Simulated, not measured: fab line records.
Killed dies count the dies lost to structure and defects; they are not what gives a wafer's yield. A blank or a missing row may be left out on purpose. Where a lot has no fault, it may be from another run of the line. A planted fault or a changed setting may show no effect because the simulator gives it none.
fab line records    flow sky130
record: lots: 6  wafers: 18  lastDay: 49
route steps=708 shown LDD_N@237
lots that met no fault: taken from a fault-free run of the same line
startH: the number of hours between the record's first day and the start of the first shown wafer of the lot    waitH: hours elapsed since this lot's preceding step    " unchanged from the row above    L1.1+2: several wafers, shown together as one row    - no value, or no start was given    * or withheld: withheld    < > ~ a bound
route shown NAME@n: names a module that has steps shown in the file, with the first one's number in the route    usual: mean/standard deviation of fault-free wafers    same: alike in all rows    chamber/n: place in a boat    sites: readings site by site    _std_site: the values' standard deviation    _edge_site: inner sites' mean taken away from outer sites' mean    radiusMm: how far each site lies from the wafer's centre    mask NAME#n: copy n    behind: the last tool/chamber to shape the wafer    hold: reason for holding the lot/hours on hold/outcome of the hold    device: names the non-switching transistor (n, p or np)    end of line: the tests these same wafers got at the end of their route    a step without rows: its recipe alone    killed: count of dies lost to structure and defects at first sort (not the wafer's yield)    map: a wafer's dies, x killed, . not, _ none there
set.NAME: the setting the step ran with; set.NAME@STEP: the setting that earlier step ran with    model.NAME: the simulator's own value behind a step, which no gauge read
lots seen at some steps along the route; tables by step, rows by wafer
services: when a tool's chamber went out of use (startH, in hours from the record's first day, below 0 if earlier), for how many hours, and the reason
== steps ==
step: SKY_LDD_N_DEHYDRATE_00
recipe: tempC: 200  timeS: 60
step: SKY_LDD_N_HMDS_01
recipe: primeTimeS: 60  primeTempC: 120
step: SKY_LDD_N_COAT_02
recipe: resist: NOVOLAK  spinRpm: 3000  resistThkNm: 300
step: SKY_LDD_N_SOFTBAKE_03
recipe: tempC: 90  timeS: 60  resist: NOVOLAK
step: SKY_LDD_N_EXPOSE_04
recipe: maskId: NTM  targetCdNm: 840  na: 0.6  sourceShape: conventional  sigmaOuter: 0.6  doseMj: 110
step: SKY_LDD_N_PEB_05
recipe: tempC: withheld  timeS: *  resist: NOVOLAK
step: SKY_LDD_N_DEVELOP_06
recipe: developTimeS: 60  devTempC: 23
step: SKY_LDD_N_OVL_MEAS_07
usual: LDD_N_OVL: 0.7/1.4
lot.wafer  tool        chamber  startH  waitH  LDD_N_OVL[nm]
L212.2     overlay-01  -        466.88  0.1    -3.1
L212.3     "           -        "       "      -0.8
L212.6     "           -        "       "      -0.5
L213.2     overlay-01  -        471.18  0.1    1.6
L213.3     "           -        "       "      1.1
L213.4     "           -        "       "      1.6
L214.2     overlay-02  -        479.46  0.1    1.1
L214.3     "           -        "       "      2.0
L214.6     "           -        "       "      2.0
L221.3     overlay-01  -        543.82  0.1    -0.4
L221.4     "           -        "       "      2.6
L221.6     "           -        "       "      1.5
L223.2     overlay-01  -        571.38  0.1    -0.8
L223.3     "           -        "       "      -0.8
L223.4     "           -        "       "      0.3
L224.3     overlay-01  -        574.52  0.1    -0.3
L224.5     "           -        "       "      -1.7
L224.6     "           -        "       "      0.1
step: SKY_LDD_N_IMPLANT_08
recipe: species: As  energyKev: 20  doseCm2: 7.5e+13  tiltDeg: withheld  rotationDeg: 23
step: SKY_LDD_N_IMPLANT_09
recipe: species: As  energyKev: 20  doseCm2: 7.5e+13  tiltDeg: withheld  rotationDeg: 113
step: SKY_LDD_N_IMPLANT_10
recipe: species: As  energyKev: 20  doseCm2: 7.5e+13  tiltDeg: withheld  rotationDeg: 203
step: SKY_LDD_N_IMPLANT_11
recipe: species: As  energyKev: 20  doseCm2: 7.5e+13  tiltDeg: withheld  rotationDeg: 293
step: SKY_LDD_N_IMPLANT_12
recipe: species: BF2  energyKev: 50  doseCm2: 5e+12  tiltDeg: 30  rotationDeg: 0
usual: beamEnergyKeV: 49.999/0.015  beamOnS: 9.99/0.2  doseIonsCm2: 4.999e+12/5.8e+09  implantIonAmu: 49/0  tiltDeg: 30.002/0.021
lot.wafer  tool          chamber  startH  waitH  beamEnergyKeV  beamOnS  doseIonsCm2  implantIonAmu  tiltDeg
L212.2     implanter-01  -        467.54  0.1    -              -        -            -              -
L212.3     "             -        "       "      -              -        -            -              -
L212.6     "             -        "       "      -              -        -            -              -
L213.2     implanter-04  -        471.84  0.1    -              -        -            -              -
L213.3     "             -        "       "      -              -        -            -              -
L213.4     "             -        "       "      -              -        -            -              -
L214.2     implanter-01  0        480.12  0.1    49.997         10.15    4.988e+12    49             29.972
L214.3     "             0        "       "      49.965         9.95     4.994e+12    49             29.932
L214.6     "             0        "       "      49.997         9.64     4.999e+12    49             29.999
L221.3     implanter-04  0        544.49  0.1    50.003         9.98     4.996e+12    49             30.063
L221.4     "             0        "       "      50.002         9.38     5.001e+12    49             30.025
L221.6     "             0        "       "      49.981         9.98     5.006e+12    49             29.998
L223.2     implanter-04  0        572.04  0.1    49.981         9.86     5.007e+12    49             29.978
L223.3     "             0        "       "      49.984         9.88     5.008e+12    49             30.002
L223.4     "             0        "       "      50.003         9.95     4.999e+12    49             30.008
L224.3     implanter-02  0        575.19  0.1    49.983         10.20    4.994e+12    49             29.989
L224.5     "             0        "       "      50.001         9.75     5.007e+12    49             29.965
L224.6     "             0        "       "      50.005         9.82     5.002e+12    49             29.997
step: SKY_LDD_N_IMPLANT_13
recipe: species: BF2  energyKev: 50  doseCm2: 5e+12  tiltDeg: 30  rotationDeg: 90
== services ==
tool          chamber  startH  hours  kind
implanter-02  -        451.94  3.5    repair
implanter-02  -        467.90  3.0    repair
implanter-01  -        469.86  2.3    repair
implanter-04  -        487.46  12.6   pm
implanter-01  -        500.31  5.0    pm
implanter-01  -        513.53  5.1    repair
implanter-02  -        553.32  4.7    pm
== key ==
firstSign: step: SKY_LDD_N_IMPLANT_12  reading: toolRecord  direction: missing
effect none on later readings
metAt SKY_LDD_N_IMPLANT_12
struckWafers L212.2,L212.3,L212.6,L213.2,L213.3,L213.4
laterRowsLeftOut L212.2,L212.3,L212.6,L213.2,L213.3,L213.4
sortLeftOut L212.2,L212.3,L212.6,L213.2,L213.3,L213.4
testerLeftOut L212,L213
fault: kind: skippedStepWhole  tool: implanter-01,implanter-04  chamber: -  onsetH: 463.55  steps: SKY_LDD_N_IMPLANT_12  scope: struckLotsOnly
testerLeftOut: of these lots the tester's yield and bins aren't shown, on N5 and GAA mostly nor the transistor test; their killed dies are dies lost to structure and defects alone, not to doping, threshold or leakage, so they don't give the yield
sortLeftOut: the simulated sort isn't trusted on such a fault, so these wafers' sort isn't shown, and their yield isn't known
laterRowsLeftOut: the simulator's readings of these wafers behind a module that went badly wrong aren't trusted and aren't shown, but for the sort
